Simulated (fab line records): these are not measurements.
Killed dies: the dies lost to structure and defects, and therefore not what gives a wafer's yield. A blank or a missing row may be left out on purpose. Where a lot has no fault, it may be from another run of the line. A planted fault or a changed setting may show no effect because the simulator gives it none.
A lot that was struck, set against a sound lot    flow sfq-line    14 steps out of a route of 325
Sound: these wafers, L392.1, L392.2, L392.4. Wafers L406.1, L406.4, L406.6 were the ones struck. At the end, the cause is stated.
At each step with rows: each side's tool, then ch and its chambers, then its first start. Under that, the readings that differ: sound wafers    struck wafers    difference of the means    sigmas: that difference in standard deviations of wafers without a fault.
alike: a reading whose means differ by less than 2 such deviations, as well as words and numbers matching on both sides. not compared: withheld readings; readings where some wafer has no value; bounds like >300 that might hide an equal value; numbers whose values overlap and for which the record gives no deviation.
A row with sigmas, a row that says differs or no value, or rows on one side alone: a step with any of these is where the two part. Numbers that have no deviation but don't overlap get no sigmas and don't part them. Lack of a reading on every wafer of one side parts them only where that side has two or more wafers.

first, 1 step without rows for these wafers: SFQ_TRILAYER_M3_STRIP_SOLV_CLEAN_080 (cleans in NMP, time 600 s).
SFQ_TRILAYER_I3_DEP_PECVD_081: deposits SiO2 from SiH4/N2O, time 111.11 s, target thk 500 nm.
  sound on pecvd-02 ch 0,1,2, day 39 16:54; struck on pecvd-01 ch 0,1,2, day 44 04:38
reading                 sound           struck          difference  sigmas
throttle-valve-pct (%)  25.1 27.1 26.2  23.7 23.3 23.5  -2.6        -2
  alike: heater-power-w
SFQ_TRILAYER_I3_CMP_CMP_082: polishes SiO2.
  sound on cmp-02 ch 0,1,3, day 40 09:36; struck on cmp-01 ch 1,2,3, day 44 04:52
  alike: head-pressure-psi, motor-current-A, time-to-endpoint-s
SFQ_I3_BOW_MEAS_922:
  sound on film-metro-04 at day 40 12:36; struck on film-metro-03 at day 44 07:52
reading      sound    struck    difference  sigmas
I3_BOW (um)  15 3 15  -7 -3 -8  -17         -2
SFQ_TRILAYER_I3_METRO_MEASURE_083:
  sound on film-metro-04 at day 40 12:43; struck on film-metro-03 at day 44 07:59
  alike: thk-nm
then, 4 steps without rows for these wafers: SFQ_TRILAYER_I3_VIA_LITHO_COAT_090 (resist thk 62 nm); SFQ_TRILAYER_I3_VIA_LITHO_COAT_085 (resist thk 646.2 nm); SFQ_TRILAYER_I3_VIA_LITHO_SOFTBAKE_089; SFQ_TRILAYER_I3_VIA_LITHO_EXPOSE_086 (exposes mask I3, target cd 500 nm).
-- the record jumps here: 6 days lie between the struck wafers' starts before and after --
SFQ_TRILAYER_I3_VIA_LITHO_PEB_088: peb time 62.31 s.
  sound on litho-track-01 ch 0, day 45 17:53; struck on litho-track-02 ch 0, day 50 05:52
  alike: chill-plate-temp-C, plate-sensor-t-centre-C, plate-sensor-t-edge-C
then, 1 step without rows for these wafers: SFQ_TRILAYER_I3_VIA_LITHO_DEVELOP_087 (time 60 s).
SFQ_I3_OVL_MEAS_923:
  sound on overlay-01 at day 45 18:11; struck on overlay-02 at day 50 06:10
  alike: I3_OVL
SFQ_TRILAYER_I3_VIA_BARC_OPEN_VIA_ETCH_121: etches BARC in O2, target depth 125 nm, time 41.7 s.
  sound on rie-diel-01 ch 0,1,3, day 45 18:13; struck on rie-diel-01 ch 1,2,3, day 50 06:12
reading                         sound                 struck                difference  sigmas
chamber-pressure-mTorr (mTorr)  29.970 29.985 30.001  23.997 24.036 23.996  -5.976      -99 or more
  alike: drypump-motor-current-A, oes-product-au
  not compared: rf-hours-counter-h
SFQ_TRILAYER_I3_VIA_ETCH_VIA_ETCH_088: etches SiO2 in CHF3, stops on Nb, target depth 260 nm.
  sound on rie-diel-01 ch 0,1,3, day 45 18:16; struck on rie-diel-01 ch 1,2,3, day 50 06:14
  alike: chamber-pressure-mTorr, drypump-motor-current-A, oes-product-au

## WHERE THEY PART
First at SFQ_TRILAYER_I3_DEP_PECVD_081; last, within this record, at SFQ_TRILAYER_I3_VIA_BARC_OPEN_VIA_ETCH_121. Later steps at which nothing parts them and some readings are alike: SFQ_TRILAYER_I3_VIA_ETCH_VIA_ETCH_088.

WHY: the cause the simulator had injected
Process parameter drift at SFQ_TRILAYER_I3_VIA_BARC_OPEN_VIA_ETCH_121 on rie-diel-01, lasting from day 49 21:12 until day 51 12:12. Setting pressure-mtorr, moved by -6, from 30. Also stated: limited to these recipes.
